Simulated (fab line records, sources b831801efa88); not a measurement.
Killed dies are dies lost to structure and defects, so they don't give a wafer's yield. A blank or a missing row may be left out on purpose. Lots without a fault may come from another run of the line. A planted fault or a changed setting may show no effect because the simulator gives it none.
Which tool did it? | flow gf180mcu | 7 lots, 21 wafers sampled, at 3 steps of a route of 602

WHAT THE GAUGES READ, wafer by wafer
GF_HV_LDD_TW_MEAS_23.
lot  | measured     | on            | HV_LDD_2_TW
L330 | day 11 10:27 | film_metro-02 | 1051 1050 1051
L333 | day 12 09:27 | film_metro-03 | 1043 1053 1052
L335 | day 12 22:44 | film_metro-04 | 1061 1064 1057
L340 | day 14 17:03 | film_metro-03 | 1019 1018 1020
L346 | day 16 12:01 | film_metro-04 | 1046 1051 1046
L348 | day 16 23:13 | film_metro-02 | 1050 1056 1052
L351 | day 18 02:33 | film_metro-04 | 1053 1055 1055

WHICH TOOL RAN EACH LOT (tool, then ch and the chambers of the sampled wafers, then the start)
lot  | GF_VT_IMPLANT_RTA_45             | GF_HV_LDD_IMPLANT_21
L330 | rtp_anneal-01 ch 0, day 8 03:24  | implanter-03 ch 0, day 11 10:12
L333 | rtp_anneal-01 ch 0, day 9 00:54  | implanter-01 ch 0, day 12 09:12
L335 | rtp_anneal-01 ch 0, day 9 11:03  | implanter-03 ch 0, day 12 22:31
L340 | rtp_anneal-01 ch 0, day 10 22:25 | implanter-03 ch 0, day 14 16:48
L346 | rtp_anneal-01 ch 0, day 12 14:15 | implanter-01 ch 0, day 16 11:46
L348 | rtp_anneal-01 ch 0, day 13 02:55 | implanter-01 ch 0, day 16 22:58
L351 | rtp_anneal-02 ch 0, day 13 23:18 | implanter-01 ch 0, day 18 02:19
- GF_VT_IMPLANT_RTA_45: time 30 s.
- GF_HV_LDD_IMPLANT_21

THE ANSWER, worked out from the rows above alone
Rule: what is usual is taken from the lots themselves. Put in order of their means at a reading, lots are off if they are a third of the lots or fewer, leave a main group of 4 or more, and stand apart from it by a gap of 3 or more times the standard deviation of the main group's means; of several such gaps the widest counts. A main group whose means are all the same, to the digits that the tables above print for the reading, isn't used. A lot without any number at a reading at which 4 lots or more have one is off too. The other lots that the step has rows for count as sound.
Off: L340, at GF_HV_LDD_TW_MEAS_23 (HV_LDD_2_TW). The main group: mean 1053, standard deviation 4.2.
A tool fits if, at a process step before that reading, it ran every lot that is off, and no sound lot after the first of them. The gauges at GF_HV_LDD_TW_MEAS_23 are tried like those tools. Can't be told from this: 2 tools fit, implanter-03 at GF_HV_LDD_IMPLANT_21, film_metro-03 at GF_HV_LDD_TW_MEAS_23.

WHAT THE SIMULATOR HAD PUT IN
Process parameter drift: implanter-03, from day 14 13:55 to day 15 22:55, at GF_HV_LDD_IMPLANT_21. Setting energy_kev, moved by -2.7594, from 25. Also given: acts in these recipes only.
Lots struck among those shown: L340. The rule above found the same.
